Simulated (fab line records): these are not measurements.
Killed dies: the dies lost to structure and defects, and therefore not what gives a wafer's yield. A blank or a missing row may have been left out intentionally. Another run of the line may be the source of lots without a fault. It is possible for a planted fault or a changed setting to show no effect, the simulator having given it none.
What tool caused it? + flow gf180mcu + 15 lots with 45 wafers sampled at 3 steps, on a route of 602 steps

== WHAT THE GAUGES SHOWED, per wafer ==
GF_CONTACT_RS_MEAS_25: measurement is done with a four-point probe. Usual: CONTACT_W_RS gives 0.382 ohm/sq (standard deviation 0.004).
| lot  | measured     | on            | CONTACT_W_RS (ohm/sq) | flag |
|------|--------------|---------------|-----------------------|------|
| L539 | day 16 02:49 | film_metro-03 | 0.376 0.386 0.389     |      |
| L540 | day 16 06:29 | film_metro-03 | 0.389 0.386 0.390     |      |
| L544 | day 18 04:15 | film_metro-03 | 0.381 0.376 0.379     |      |
| L545 | day 18 11:07 | film_metro-01 | 0.388 0.381 0.382     |      |
| L546 | day 18 23:05 | film_metro-01 | 0.382 0.379 0.379     |      |
| L547 | day 19 03:52 | film_metro-01 | 0.381 0.383 0.383     |      |
| L548 | day 19 10:55 | film_metro-01 | 0.385 0.385 0.385     |      |
| L549 | day 20 01:37 | film_metro-01 | 0.383 0.384 0.382     |      |
| L550 | day 20 18:04 | film_metro-01 | 0.379 0.381 0.379     |      |
| L553 | day 21 14:08 | film_metro-04 | 0.384 0.383 0.382     |      |
| L555 | day 22 04:39 | film_metro-01 | 0.381 0.389 0.382     |      |
| L556 | day 22 16:26 | film_metro-01 | 0.382 0.380 0.382     |      |
| L560 | day 23 11:14 | film_metro-04 | 0.373 0.371 0.371     |      |
| L561 | day 23 21:46 | film_metro-01 | 0.382 0.385 0.383     |      |
| L562 | day 24 03:22 | film_metro-04 | 0.380 0.383 0.378     |      |

GF_M1_THK_MEAS_06: measures by xrf. Usual: M1_ALCU_THK gives 451 nm (standard deviation 4.5).
| lot  | measured     | on            | M1_ALCU_THK (nm) | flag |
|------|--------------|---------------|------------------|------|
| L539 | day 16 03:38 | film_metro-02 | 450 453 445      |      |
| L540 | day 16 07:18 | film_metro-02 | 452 446 455      |      |
| L544 | day 18 05:04 | film_metro-04 | 452 453 452      |      |
| L545 | day 18 11:55 | film_metro-01 | 446 442 442      |      |
| L546 | day 18 23:54 | film_metro-04 | 452 452 450      |      |
| L547 | day 19 04:39 | film_metro-02 | 460 451 459      |      |
| L548 | day 19 11:42 | film_metro-02 | 451 455 452      |      |
| L549 | day 20 02:26 | film_metro-01 | 444 442 444      |      |
| L550 | day 20 18:53 | film_metro-02 | 453 461 459      |      |
| L553 | day 21 14:57 | film_metro-01 | 451 453 448      |      |
| L555 | day 22 05:29 | film_metro-04 | 453 453 455      |      |
| L556 | day 22 17:14 | film_metro-02 | 450 453 450      |      |
| L560 | day 23 12:03 | film_metro-01 | 454 451 446      |      |
| L561 | day 23 22:34 | film_metro-04 | 449 448 447      |      |
| L562 | day 24 04:14 | film_metro-02 | 453 455 449      |      |

== WHICH TOOL RAN EACH LOT (tool, then ch and the chambers of the sampled wafers, then the start) ==
| lot  | GF_M1_SPUTTER_04             |
|------|------------------------------|
| L539 | pvd_sputter-02, day 16 03:28 |
| L540 | pvd_sputter-04, day 16 07:08 |
| L544 | pvd_sputter-02, day 18 04:53 |
| L545 | pvd_sputter-01, day 18 11:43 |
| L546 | pvd_sputter-02, day 18 23:44 |
| L547 | pvd_sputter-04, day 19 04:28 |
| L548 | pvd_sputter-02, day 19 11:31 |
| L549 | pvd_sputter-02, day 20 02:17 |
| L550 | pvd_sputter-04, day 20 18:43 |
| L553 | pvd_sputter-01, day 21 14:47 |
| L555 | pvd_sputter-04, day 22 05:19 |
| L556 | pvd_sputter-02, day 22 17:04 |
| L560 | pvd_sputter-04, day 23 11:53 |
| L561 | pvd_sputter-02, day 23 22:23 |
| L562 | pvd_sputter-01, day 24 04:04 |
- GF_M1_SPUTTER_04: material TiN, target thk 50 nm, time 41.7 s.

== AS READ BY THE TOOLS THEMSELVES (means over the sampled wafers that have a number; for cases with no such wafer, the mark the record gives instead) ==
GF_M1_SPUTTER_04. Usual: 30.2 % for throttle_valve_pct, sd 1.2.
| lot  | tool           | throttle_valve_pct (%) | flag |
|------|----------------|------------------------|------|
| L539 | pvd_sputter-02 | 29.8                   |      |
| L540 | pvd_sputter-04 | 29.4                   |      |
| L544 | pvd_sputter-02 | 30.7                   |      |
| L545 | pvd_sputter-01 | 30.4                   |      |
| L546 | pvd_sputter-02 | 31.0                   |      |
| L547 | pvd_sputter-04 | 29.5                   |      |
| L548 | pvd_sputter-02 | 30.3                   |      |
| L549 | pvd_sputter-02 | 30.9                   |      |
| L550 | pvd_sputter-04 | 30.3                   |      |
| L553 | pvd_sputter-01 | 29.1                   |      |
| L555 | pvd_sputter-04 | 31.2                   |      |
| L556 | pvd_sputter-02 | 30.4                   |      |
| L560 | pvd_sputter-04 | 30.3                   |      |
| L561 | pvd_sputter-02 | 29.9                   |      |
| L562 | pvd_sputter-01 | 29.8                   |      |

== THE ANSWER, worked out from the rows above alone ==
Rule: take the mean of a lot's wafers that have a number; if it is more than 3 standard deviations from the usual mean, the lot is off. A lot without any number at a reading at which 4 lots or more have one is off too. Any other lot the step has rows for is counted as sound. Order of review: gauges by route order, followed by the tools' own readings, for which a lot's mean as printed above is used. At the first step where some lot is off, the reading lying furthest off is the one used; lots without a number count as furthest.
None of the lots is off at any reading shown; this tells nothing.

== WHAT WAS PUT IN BY THE SIMULATOR ==
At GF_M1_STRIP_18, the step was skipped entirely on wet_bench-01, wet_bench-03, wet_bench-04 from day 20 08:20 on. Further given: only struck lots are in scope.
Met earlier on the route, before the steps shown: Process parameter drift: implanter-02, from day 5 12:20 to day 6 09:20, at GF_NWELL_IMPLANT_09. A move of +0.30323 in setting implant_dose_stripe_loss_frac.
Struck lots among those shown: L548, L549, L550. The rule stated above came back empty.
